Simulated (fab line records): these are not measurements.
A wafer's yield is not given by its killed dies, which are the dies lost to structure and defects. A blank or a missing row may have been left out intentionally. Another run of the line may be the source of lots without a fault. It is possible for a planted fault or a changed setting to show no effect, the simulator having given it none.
The same fault as seen by 2 desks ; flow sky130 ; each desk holds nothing but its own numbers, with what lay behind them at the end

## AT THE METROLOGY DESK
Lot by lot, what the gauges showed, no matter which tool ran the lot: averages of those sampled wafers that carry a number. The brackets show how far a lot's mean lies from the usual mean; more than 4 standard deviations puts the lot out of limits, marked OUT.
Columns: A = METAL3_OVL at SKY_METAL3_OVL_MEAS_14, usual 4 nm; B = METAL5_ALCU_RS at SKY_METAL5_RS_MEAS_05, usual 0.02708 ohm/sq
lot;first seen here;A;B
L287;day 38 18:12;-3;0.02748
L290;day 39 00:31;-6;0.02693
L289;day 39 10:45;5;0.02676
L291;day 39 15:17;3;0.02723
L292;day 39 23:26;3;0.02689
L293;day 40 18:23;8;0.02731
L294;day 40 19:20;14;0.02676
L295;day 40 20:36;-0;0.02704
L296;day 41 04:56;-5;0.02736
L297;day 41 10:56;4;0.02705
L298;day 41 17:05;7;0.02743
L303;day 43 13:11;0;0.02714
L306;day 43 23:29;3;0.02725
Result from this desk: across the 13 lots, nothing is out of limits.

## AT THE TOOL OWNER'S DESK: rie_si-02
The tool's own readings at SKY_FIELD_ISO_ETCH_17 (etches Si in HBr/Cl2/O2, target depth 342 nm, time 97.7 s): means of the sampled wafers that have a number, for each lot that ran on this tool. The brackets show how far a lot's mean lies from the usual mean; more than 4 standard deviations puts the lot out of limits, marked OUT.
Columns: A = drypump_motor_current_A at SKY_FIELD_ISO_ETCH_17, usual 5.7 A; B = oes_product_au at SKY_FIELD_ISO_ETCH_17, usual 1.008 a.u.; C = throttle_valve_pct at SKY_FIELD_ISO_ETCH_17, usual 25.651 %
lot;first seen here;A;B;C
L289;day 2 20:14;5.6;1.007;25.656
L290;day 3 01:12;5.4;1.015;25.638
L293;day 3 17:20;5.4;1.022;25.643
L294;day 3 23:44;5.5;1.004;25.649
L296;day 4 09:33;5.5;1.013;25.652
L297;day 4 13:53;5.6;1.008;25.656
L298;day 4 19:17;5.6;1.005;25.658
Result from this desk: across the 7 lots, nothing is out of limits.

## ALL TOGETHER
Metrology desk: nothing out of limits seen.
Nothing out of limits was seen by the tool owner's desk.

## WHAT THE SIMULATOR HAD INSERTED
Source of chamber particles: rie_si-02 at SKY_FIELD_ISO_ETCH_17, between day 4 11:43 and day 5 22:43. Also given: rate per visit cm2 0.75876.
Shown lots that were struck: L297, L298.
